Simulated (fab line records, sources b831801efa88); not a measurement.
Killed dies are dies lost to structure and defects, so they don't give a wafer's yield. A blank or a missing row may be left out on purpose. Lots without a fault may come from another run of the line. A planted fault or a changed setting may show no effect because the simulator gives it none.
Which tool did it? | flow sky130 | 6 lots, 18 wafers sampled, at 4 steps of a route of 708

WHAT THE GAUGES READ, wafer by wafer
SKY_VT_ADJUST_LVTN_OVL_MEAS_07.
lot  | measured     | on         | VT_ADJUST_LVTN_OVL (nm)
L112 | day 7 11:51  | overlay-02 | -1.7 -3.4 -0.8
L115 | day 8 06:57  | overlay-01 | 2.5 -0.9 0.0
L117 | day 8 20:27  | overlay-02 | -1.9 1.2 -0.7
L120 | day 9 14:32  | overlay-01 | -1.0 -0.7 -2.9
L126 | day 12 03:52 | overlay-01 | -0.4 1.0 -1.4
L131 | day 12 19:12 | overlay-01 | -0.2 1.1 2.8

WHICH TOOL RAN EACH LOT (tool, then ch and the chambers of the sampled wafers, then the start)
lot  | SKY_FIELD_ISO_CMP_27         | SKY_FIELD_ISO_WET_ETCH_30      | SKY_DNWELL_STRIP_08
L112 | cmp-01 ch 1,2, day 2 19:08   | wet_bench-01 ch 2, day 2 19:58 | plasma_asher-04 ch 0,1, day 3 12:26
L115 | cmp-02 ch 0,1,3, day 3 09:25 | wet_bench-02 ch 0, day 3 10:10 | plasma_asher-02 ch 0,1, day 4 03:59
L117 | cmp-02 ch 1,2,3, day 3 22:48 | wet_bench-02 ch 0, day 3 23:32 | plasma_asher-02 ch 1, day 4 19:06
L120 | cmp-01 ch 0,2, day 4 13:10   | wet_bench-04 ch 3, day 4 14:00 | plasma_asher-04 ch 0, day 5 10:39
L126 | cmp-02 ch 1,2,3, day 6 07:12 | wet_bench-02 ch 0, day 6 08:02 | plasma_asher-02 ch 0,1, day 7 11:17
L131 | cmp-02 ch 0,2,3, day 7 02:48 | wet_bench-02 ch 0, day 7 03:35 | plasma_asher-02 ch 0, day 8 00:15
- SKY_FIELD_ISO_CMP_27: polishes, stops on Si3N4, t overpolish 16 s, target thk 457.8 nm.
- SKY_FIELD_ISO_WET_ETCH_30: etches SiO2 in dHF, target depth 25 nm, time 50 s.
- SKY_DNWELL_STRIP_08: strips in O2/N2.

THE ANSWER, worked out from the rows above alone
Rule: what is usual is taken from the lots themselves. Put in order of their means at a reading, lots are off if they are a third of the lots or fewer, leave a main group of 4 or more, and stand apart from it by a gap of 3 or more times the standard deviation of the main group's means; of several such gaps the widest counts. A main group whose means are all the same, to the digits that the tables above print for the reading, isn't used. A lot without any number at a reading at which 4 lots or more have one is off too. The other lots that the step has rows for count as sound.
No lot is off at any reading shown: from this, nothing can be told.

WHAT THE SIMULATOR HAD PUT IN
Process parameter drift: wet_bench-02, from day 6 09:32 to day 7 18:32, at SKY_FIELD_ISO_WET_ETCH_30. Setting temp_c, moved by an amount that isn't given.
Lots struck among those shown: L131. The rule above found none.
